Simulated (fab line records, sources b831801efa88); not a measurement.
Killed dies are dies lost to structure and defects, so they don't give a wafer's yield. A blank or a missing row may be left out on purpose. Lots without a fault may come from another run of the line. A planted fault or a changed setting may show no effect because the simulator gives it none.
fab line records | flow sfq_line
record lots=14 wafers=42 last_day=92
route steps=325 shown INCOMING@1 L0@7 I0@53 I5@235
lots that met no fault: from a run of the same line without faults
start_h: hours from the record's first day to the start of the lot's first wafer shown | wait_h: hours since the lot's step before | " the same as in the row above | L1.1+2: a row that stands for several wafers | - no value, or no start given | * or withheld: withheld | < > ~ a bound
route shown NAME@n: a module of which the file shows steps, and the number in the route of the first | usual: mean/standard deviation of fault-free wafers | same: alike in all rows | chamber/n: place in a boat | sites: the reading at each site | _std_site: their standard deviation | _edge_site: outer sites' mean less inner sites' | radius_mm: how far each site lies from the wafer's centre | mask NAME#n: copy n | behind: the tool/chamber that last shaped the wafer | hold: why the lot was held/for how many hours/how that ended | device: the transistor (n, p or np) that didn't switch | end of line: the same wafers' tests at the end of the route | a step without rows: its recipe alone | killed: dies lost to structure and defects at the first sort, not the wafer's yield | map: a wafer's dies, x killed, . not, _ none there
set.NAME: the setting as run; set.NAME@STEP: as run at that earlier step | model.NAME: the simulator's own value behind a step, which no gauge read
steps of the route over a sample of lots; a table a step, a row a wafer
## steps
# step SFQ_INCOMING_BOW_MEAS_900
# recipe mode=bow
# usual INCOMING_BOW=1/5.8
# columns lot.wafer tool chamber start_h wait_h INCOMING_BOW[um]
L686.2 film_metro-04 - 10.02 - -3
L686.5 " - " " -2
L686.6 " - " " -3
L688.1 film_metro-03 - 20.00 - 8
L688.4 " - " " 3
L688.5 " - " " -3
L689.3 film_metro-01 - 25.04 - 0
L689.4 " - " " 14
L689.6 " - " " 2
L690.4 film_metro-01 - 30.06 - -6
L690.5 " - " " 0
L690.6 " - " " -9
L691.4 film_metro-01 - 35.06 - -1
L691.5 " - " " -3
L691.6 " - " " 2
L692.1 film_metro-01 - 40.00 - -14
L692.2 " - " " 5
L692.4 " - " " -12
L693.2 film_metro-04 - 45.02 - 0
L693.3 " - " " 4
L693.6 " - " " 0
L694.2 film_metro-03 - 50.02 - -4
L694.5 " - " " 6
L694.6 " - " " -3
L700.3 film_metro-01 - 80.04 - -1
L700.5 " - " " 1
L700.6 " - " " 1
L702.2 film_metro-03 - 90.02 - 14
L702.3 " - " " -6
L702.6 " - " " 0
L703.1 film_metro-04 - 95.00 - 6
L703.4 " - " " -2
L703.5 " - " " -13
L704.1 film_metro-03 - 100.00 - 4
L704.3 " - " " -2
L704.6 " - " " 2
L707.2 film_metro-03 - 115.02 - -14
L707.4 " - " " 6
L707.6 " - " " 2
L708.3 film_metro-01 - 120.04 - 0
L708.4 " - " " 9
L708.5 " - " " 2
# step SFQ_TRILAYER_L0_LITHO_COAT_005
# recipe resist=KrF spin_rpm=3000 resist_thk_nm=600
# usual spin_speed_rpm=2999.8/1.9
# columns lot.wafer tool chamber start_h wait_h spin_speed_rpm
L686.2 litho_track-02 0 13.09 0.2 3002.6
L686.5 " 0 " " 3001.2
L686.6 " 0 " " 3002.1
L688.1 litho_track-01 0 23.04 0.2 3001.9
L688.4 " 0 " " 3000.0
L688.5 " 0 " " 2995.7
L689.3 litho_track-02 0 28.14 0.2 2999.3
L689.4 " 0 " " 2999.4
L689.6 " 0 " " 3001.2
L690.4 litho_track-01 0 33.19 0.2 3001.2
L690.5 " 0 " " 2999.7
L690.6 " 0 " " 3001.8
L691.4 litho_track-04 0 38.19 0.2 3000.3
L691.5 " 0 " " 2997.9
L691.6 " 0 " " 3001.8
L692.1 litho_track-01 0 43.04 0.2 2998.5
L692.2 " 0 " " 3001.4
L692.4 " 0 " " 3003.5
L693.2 litho_track-04 0 48.09 0.2 2999.0
L693.3 " 0 " " 3000.8
L693.6 " 0 " " 2998.0
L694.2 litho_track-04 0 53.09 0.2 2998.8
L694.5 " 0 " " 3001.0
L694.6 " 0 " " 3003.0
L700.3 litho_track-04 0 83.14 0.2 3004.2
L700.5 " 0 " " 3001.1
L700.6 " 0 " " 2999.9
L702.2 litho_track-04 0 93.09 0.2 2619.5
L702.3 " 0 " " 2622.0
L702.6 " 0 " " 2616.2
L703.1 litho_track-04 0 98.04 0.2 2621.4
L703.4 " 0 " " 2621.1
L703.5 " 0 " " 2618.5
L704.1 litho_track-01 0 103.28 0.2 3000.9
L704.3 " 0 " " 2998.4
L704.6 " 0 " " 3001.1
L707.2 litho_track-02 0 118.09 0.2 2998.8
L707.4 " 0 " " 3000.0
L707.6 " 0 " " 2999.1
L708.3 litho_track-02 0 123.31 0.2 2998.3
L708.4 " 0 " " 2998.1
L708.5 " 0 " " 2998.0
# step SFQ_I0_OVL_MEAS_908
# usual I0_OVL=-2/4.8
# columns lot.wafer tool chamber start_h wait_h I0_OVL[nm]
L686.2 overlay-01 - 215.64 0.1 -1
L686.5 " - " " 4
L686.6 " - " " -2
L688.1 overlay-02 - 220.43 0.1 -6
L688.4 " - " " 3
L688.5 " - " " -2
L689.3 overlay-01 - 224.04 0.1 -5
L689.4 " - " " 1
L689.6 " - " " 5
L690.4 overlay-01 - 227.65 0.1 -3
L690.5 " - " " 2
L690.6 " - " " 0
L691.4 overlay-01 - 234.10 0.1 -6
L691.5 " - " " -4
L691.6 " - " " -10
L692.1 overlay-02 - 241.29 0.1 -2
L692.2 " - " " 3
L692.4 " - " " 4
L693.2 overlay-02 - 246.09 0.1 -9
L693.3 " - " " -10
L693.6 " - " " -11
L694.2 overlay-01 - 249.69 0.1 6
L694.5 " - " " 6
L694.6 " - " " -1
L700.3 overlay-01 - 288.85 0.1 1
L700.5 " - " " 0
L700.6 " - " " 6
L702.2 overlay-01 - 308.04 0.1 -1
L702.3 " - " " 1
L702.6 " - " " -2
L703.1 overlay-01 - 316.44 0.1 -6
L703.4 " - " " -5
L703.5 " - " " -12
L704.1 overlay-01 - 320.04 0.1 0
L704.3 " - " " -6
L704.6 " - " " -3
L707.2 overlay-01 - 338.04 0.1 0
L707.4 " - " " -4
L707.6 " - " " -6
L708.3 overlay-02 - 346.55 0.1 -6
L708.4 " - " " -2
L708.5 " - " " -5
# step SFQ_I5_OVL_MEAS_936
# usual I5_OVL=0/5.8
# columns lot.wafer tool chamber start_h wait_h I5_OVL[nm]
L686.2 overlay-02 - 1558.92 0.1 -5
L686.5 " - " " -3
L686.6 " - " " 2
L688.1 overlay-01 - 1564.92 0.1 8
L688.4 " - " " -2
L688.5 " - " " -1
L689.3 overlay-01 - 1566.25 0.1 5
L689.4 " - " " 1
L689.6 " - " " 6
L690.4 overlay-01 - 1567.46 0.1 -2
L690.5 " - " " 1
L690.6 " - " " 3
L691.4 overlay-02 - 1575.01 0.1 -6
L691.5 " - " " -3
L691.6 " - " " -1
L692.1 overlay-02 - 1576.52 0.1 -2
L692.2 " - " " -7
L692.4 " - " " -2
L693.2 overlay-01 - 1578.93 0.1 -9
L693.3 " - " " -2
L693.6 " - " " -9
L694.2 overlay-01 - 1583.74 0.1 9
L694.5 " - " " 7
L694.6 " - " " 7
L700.3 overlay-01 - 1595.75 0.1 0
L700.5 " - " " -2
L700.6 " - " " -5
L702.2 overlay-02 - 1771.56 0.1 -8
L702.3 " - " " -1
L702.6 " - " " -5
L703.1 overlay-02 - 1776.36 0.1 -5
L703.4 " - " " -14
L703.5 " - " " -8
L704.1 overlay-02 - 1777.56 0.1 -5
L704.3 " - " " -3
L704.6 " - " " -1
L707.2 overlay-02 - 1833.20 0.1 2
L707.4 " - " " -3
L707.6 " - " " 1
L708.3 overlay-02 - 1836.80 0.1 11
L708.4 " - " " 6
L708.5 " - " " 5
## key
first_sign step=SFQ_TRILAYER_L0_LITHO_COAT_005 reading=spin_speed_rpm direction=down sigmas=99+ usual=2999.8 struck=2619.8
effect none on later readings
met_at SFQ_TRILAYER_L0_LITHO_COAT_005
struck_lots L702,L703
not_acting_at SFQ_INCOMING_BOW_MEAS_900,SFQ_I0_OVL_MEAS_908,SFQ_I5_OVL_MEAS_936
onset_between 83.14 93.09
fault kind=process_parameter_drift tool=litho_track-04 chamber=- onset_h=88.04 steps=SFQ_TRILAYER_L0_LITHO_COAT_005 channel=spin_rpm offset=-378.98 shape=step end_h=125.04 acts_in=these_recipes_only stated=3000
